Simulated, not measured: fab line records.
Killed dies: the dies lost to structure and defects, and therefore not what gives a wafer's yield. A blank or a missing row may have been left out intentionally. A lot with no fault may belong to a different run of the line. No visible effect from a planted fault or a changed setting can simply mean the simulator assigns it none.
The same fault as seen by 2 desks || flow sfq-line || every desk sees just its own numbers, and what lay behind them comes last

FROM THE METROLOGY DESK
What the gauges read for every lot (on any tool): the sampled wafers with a number, averaged. If a lot's mean is further than 4 standard deviations from the usual mean, the lot is out of limits and carries the mark OUT (the distance appears in the brackets).
Columns: A = M5_OVL at SFQ_M5_OVL_MEAS_932, usual 0 nm
{"lot": "L600", "first seen here": "day 66 16:31", "A": -1}
{"lot": "L602", "first seen here": "day 67 07:00", "A": 1}
{"lot": "L607", "first seen here": "day 67 20:20", "A": 2}
{"lot": "L606", "first seen here": "day 67 22:44", "A": -7}
{"lot": "L611", "first seen here": "day 69 04:46", "A": -6}
{"lot": "L616", "first seen here": "day 73 21:45", "A": -3}
Finding of this desk: none of the 6 lots has anything out of limits.

FOR THE TOOL OWNER'S DESK: pecvd-01
The tool's own readings at SFQ_TRILAYER_A5B_DEP_PECVD_129 (deposits SiO2 from SiH4/N2O, time 133.33 s, target thk 600 nm): means of the sampled wafers that have a number, for each lot that ran on this tool. If a lot's mean is further than 4 standard deviations from the usual mean, the lot is out of limits and carries the mark OUT (the distance appears in the brackets).
Columns: A = heater-power-w at SFQ_TRILAYER_A5B_DEP_PECVD_129, usual 75 W; B = run-length-s at SFQ_TRILAYER_A5B_DEP_PECVD_129, usual 161.3 s; C = throttle-valve-pct at SFQ_TRILAYER_A5B_DEP_PECVD_129, usual 24.9 %
{"lot": "L600", "first seen here": "day 66 17:37", "A": 82, "B": 161.7, "C": 25.1}
{"lot": "L602", "first seen here": "day 67 08:05", "A": 79, "B": 161.1, "C": 25.2}
{"lot": "L607", "first seen here": "day 67 21:23", "A": 72, "B": "172.4 (+17) OUT", "C": 25.4}
{"lot": "L611", "first seen here": "day 69 05:59", "A": 78, "B": "177.6 (+25) OUT", "C": 25.3}
{"lot": "L616", "first seen here": "day 73 22:49", "A": 86, "B": 161.9, "C": 25.8}
This desk's finding: out of limits on L607, L611; first on L607, day 67 21:23 (run-length-s at SFQ_TRILAYER_A5B_DEP_PECVD_129). L600, L602, L616: within limits.

PUT TOGETHER
The tool owner's desk could have raised an alarm at day 67 21:23, on L607, L611.
At the metrology desk, nothing out of limits was observed.
The metrology desk has L607, L611 on record, within its limits.
SFQ_TRILAYER_A5B_DEP_PECVD_129 was run on pecvd-01 by each of the lots named.

WHAT THE SIMULATOR HAD PUT IN
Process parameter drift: pecvd-01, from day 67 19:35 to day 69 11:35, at SFQ_TRILAYER_A5B_DEP_PECVD_129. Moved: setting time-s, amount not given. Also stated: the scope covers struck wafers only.
Lots struck among those shown: L607, L611.
Hours from the fault's start to each desk's first reading out of limits: the tool owner's desk, 2.
